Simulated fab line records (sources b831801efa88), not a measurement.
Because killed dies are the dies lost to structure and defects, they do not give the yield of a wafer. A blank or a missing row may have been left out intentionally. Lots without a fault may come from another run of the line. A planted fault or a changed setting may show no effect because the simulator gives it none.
Comparing a struck lot with a sound one :: flow sky130 :: 14 steps out of a route of 708
Sound: these wafers, L415.1, L415.2, L415.3. Struck: wafers L421.1, L421.3, L421.5. The cause comes at the end.
Order at every step that has rows: each side's tool, ch and its chambers, its first start. Under that, the readings that differ: sound wafers :: struck wafers :: difference of the means :: sigmas: that difference in standard deviations of wafers without a fault.
alike: a reading whose means differ by less than 2 such deviations, as well as words and numbers matching on both sides. not compared: withheld readings; readings where some wafer has no value; bounds like >300 that might hide an equal value; numbers whose values overlap and for which the record gives no deviation.
The two part at a step that has a row with sigmas, a row that says differs or no value, or rows on one side only. Non-overlapping numbers with no deviation appear without sigmas and do not part them. A reading that every wafer of one side lacks parts them only if that side has two wafers or more.

first, 3 steps without rows for these wafers: SKY_METAL1_EXPOSE_12 (exposes mask MM1, target cd 140 nm); SKY_METAL1_PEB_13; SKY_METAL1_DEVELOP_14 (develop time 60 s).
SKY_METAL1_CD_MEAS_15 targets a cd of 140 nm.
  struck on cdSem-02, day 36 16:53; sound on cdSem-01, day 34 14:56
reading: cdNm (nm)
sound: 141.4 142.7 140.5
struck: 137.6 138.1 138.8
difference: -3.4
sigmas: -2
SKY_METAL1_OVL_MEAS_16:
  struck on overlay-01, day 36 17:01; sound on overlay-01, day 34 15:03
  alike: METAL1_OVL
SKY_METAL1_DESCUM_17: chemistry O2, time 8 s.
  sound on rieMetal-03 ch 0,1, day 34 15:05; struck on rieMetal-03 ch 0, day 36 17:03
  alike: drypumpMotorCurrentA, oesProductAu, rfFwdPowerW
  not compared: rfHoursCounterH
SKY_METAL1_ETCH_18: etches BARC in N2/H2, stops on SiO2, time 45.9 s, target depth 60 nm.
  sound on rieMetal-03 ch 0,1, day 34 15:07; struck on rieMetal-03 ch 0, day 36 17:07
  alike: drypumpMotorCurrentA, n2FlowSccm, oesProductAu, rfFwdPowerW, throttleValvePct
  not compared: rfHoursCounterH
SKY_METAL1_METAL_ETCH_19: etches the open film in Cl2/BCl3, stops on SiO2, target depth 360 nm, time 78 s.
  sound on rieMetal-03 ch 0,1, day 34 15:11; struck on rieMetal-03 ch 0, day 36 17:14
  alike: drypumpMotorCurrentA, oesProductAu, rfFwdPowerW, throttleValvePct
  not compared: rfHoursCounterH
SKY_METAL1_STRIP_20: strips in O2/N2.
  sound on plasmaAsher-04 ch 0,1, day 34 15:16; struck on plasmaAsher-04 ch 0, day 36 17:25
  alike: drypumpMotorCurrentA, n2FlowSccm, oesProductAu, stripTimeToEndpointS
  not compared: rfHoursCounterH
then, 3 steps without rows for these wafers: SKY_METAL1_STRIP_21 (strips in post etch residue remover, time 1200 s); SKY_METAL1_CLEAN_22 (cleans in IPA, time 180 s); SKY_METAL1_CLEAN_23 (cleans in O3/DIW).
SKY_VIA1_HDPCVD_00: deposits SiO2, target thk 1030 nm, time 171.7 s.
  sound on hdpcvd-02 ch 0,1,2, day 34 15:53; struck on hdpcvd-01 ch 0,1,2, day 36 18:05
  no value came back on the struck wafers for pressureMtorr (mTorr), runLengthS (s), susceptorTempC (C); on the sound wafers pressureMtorr (mTorr) reads 5.990 6.030 6.010
SKY_PAD_OPEN_PROBE_99:
  the record holds rows for the sound wafers here (prober-01, day 47 12:49) but none for the struck ones

## WHERE THEY PART
Earliest at SKY_METAL1_CD_MEAS_15; latest, in this record, at SKY_PAD_OPEN_PROBE_99.

WHY: what had been put in by the simulator
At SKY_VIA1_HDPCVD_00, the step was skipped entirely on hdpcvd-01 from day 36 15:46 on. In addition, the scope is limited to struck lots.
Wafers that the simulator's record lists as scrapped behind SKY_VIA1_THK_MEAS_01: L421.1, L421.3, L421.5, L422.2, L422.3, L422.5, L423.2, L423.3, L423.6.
